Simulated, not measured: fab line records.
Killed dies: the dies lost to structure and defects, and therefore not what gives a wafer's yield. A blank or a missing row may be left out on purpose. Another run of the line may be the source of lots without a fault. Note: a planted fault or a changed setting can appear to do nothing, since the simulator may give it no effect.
Which of the tools did it? ; flow gf180mcu ; 11 lots, 33 wafers sampled, at 4 steps of a route of 602

## WHAT THE GAUGES READ, wafer by wafer
GF_PSD_RS_MEAS_14: uses a four-point probe to measure.
lot;measured;on;NSD_RS (ohm/sq)
L253;day 14 22:14;film_metro-03;46.10 46.19 46.16
L254;day 15 08:37;film_metro-02;45.92 45.94 45.97
L255;day 15 17:01;film_metro-03;46.10 46.16 46.15
L256;day 16 02:13;film_metro-03;46.17 46.00 46.17
L258;day 16 16:40;film_metro-04;46.20 46.17 46.18
L259;day 17 03:32;film_metro-03;46.14 46.09 46.17
L260;day 17 06:28;film_metro-03;46.06 46.07 46.03
L261;day 17 18:57;film_metro-02;46.06 45.97 46.04
L262;day 18 00:37;film_metro-04;44.13 44.07 44.09
L263;day 18 20:44;film_metro-03;43.96 44.20 44.08
L264;day 18 22:14;film_metro-03;44.06 43.96 44.02

## EACH LOT AND THE TOOL THAT RAN IT (in order: tool; ch and the chambers of the sampled wafers; start)
lot;GF_MVSD_STRIP_10;GF_NSD_IMPLANT_09;GF_NSD_STRIP_11
L253;plasma_asher-01 ch 0,1, day 4 22:41;implanter-02 ch 0, day 14 00:59;plasma_asher-04 ch 0,1, day 14 01:17
L254;plasma_asher-04 ch 0,1, day 5 04:26;implanter-02 ch 0, day 14 06:06;plasma_asher-01 ch 0,1, day 14 06:22
L255;plasma_asher-04 ch 0,1, day 5 11:08;implanter-04 ch 0, day 14 18:28;plasma_asher-03 ch 0,1, day 14 18:46
L256;plasma_asher-02 ch 0,1, day 5 14:43;implanter-01 ch 0, day 15 03:45;plasma_asher-03 ch 0,1, day 15 04:02
L258;plasma_asher-02 ch 0,1, day 6 03:40;implanter-04 ch 0, day 15 17:04;plasma_asher-03 ch 0,1, day 15 17:22
L259;plasma_asher-04 ch 0,1, day 6 10:43;implanter-01 ch 0, day 16 03:56;plasma_asher-01 ch 0, day 16 04:14
L260;plasma_asher-02 ch 0,1, day 6 16:37;implanter-04 ch 0, day 16 07:38;plasma_asher-03 ch 0,1, day 16 07:56
L261;plasma_asher-01 ch 0,1, day 6 21:53;implanter-04 ch 0, day 16 19:27;plasma_asher-04 ch 0,1, day 16 19:44
L262;plasma_asher-02 ch 0,1, day 7 01:51;implanter-04 ch 0, day 17 00:22;plasma_asher-04 ch 0,1, day 17 00:58
L263;plasma_asher-02 ch 0,1, day 7 13:13;implanter-02 ch 0, day 17 19:58;plasma_asher-03 ch 0,1, day 17 20:32
L264;plasma_asher-04 ch 0,1, day 7 14:13;implanter-02 ch 0, day 17 21:00;plasma_asher-01 ch 0,1, day 17 21:35
- GF_MVSD_STRIP_10: strips in O2/N2.
- GF_NSD_IMPLANT_09
- GF_NSD_STRIP_11: strips in O2/N2.

## THE ANSWER, worked out from the rows above alone
Rule: the lots themselves supply what counts as usual. Put in order of their means at a reading, lots are off if they are a third of the lots or fewer, leave a main group of 4 or more, and stand apart from it by a gap of 3 or more times the standard deviation of the main group's means; of several such gaps the widest counts. Not used: any main group whose means are identical at the precision the tables above print for the reading. A lot without any number at a reading at which 4 lots or more have one is off too. The other lots that the step has rows for count as sound.
Off: L262, L263, L264, seen at GF_PSD_RS_MEAS_14 (NSD_RS). Mean 46.09 ohm/sq and standard deviation 0.074 in the main group.
A tool fits if, at a process step before that reading, it ran every lot that is off, and no sound lot after the first of them. Gauges at GF_PSD_RS_MEAS_14: tried the same way as those tools. Not one of the candidates tried fits.

## WHAT THE SIMULATOR HAD INSERTED
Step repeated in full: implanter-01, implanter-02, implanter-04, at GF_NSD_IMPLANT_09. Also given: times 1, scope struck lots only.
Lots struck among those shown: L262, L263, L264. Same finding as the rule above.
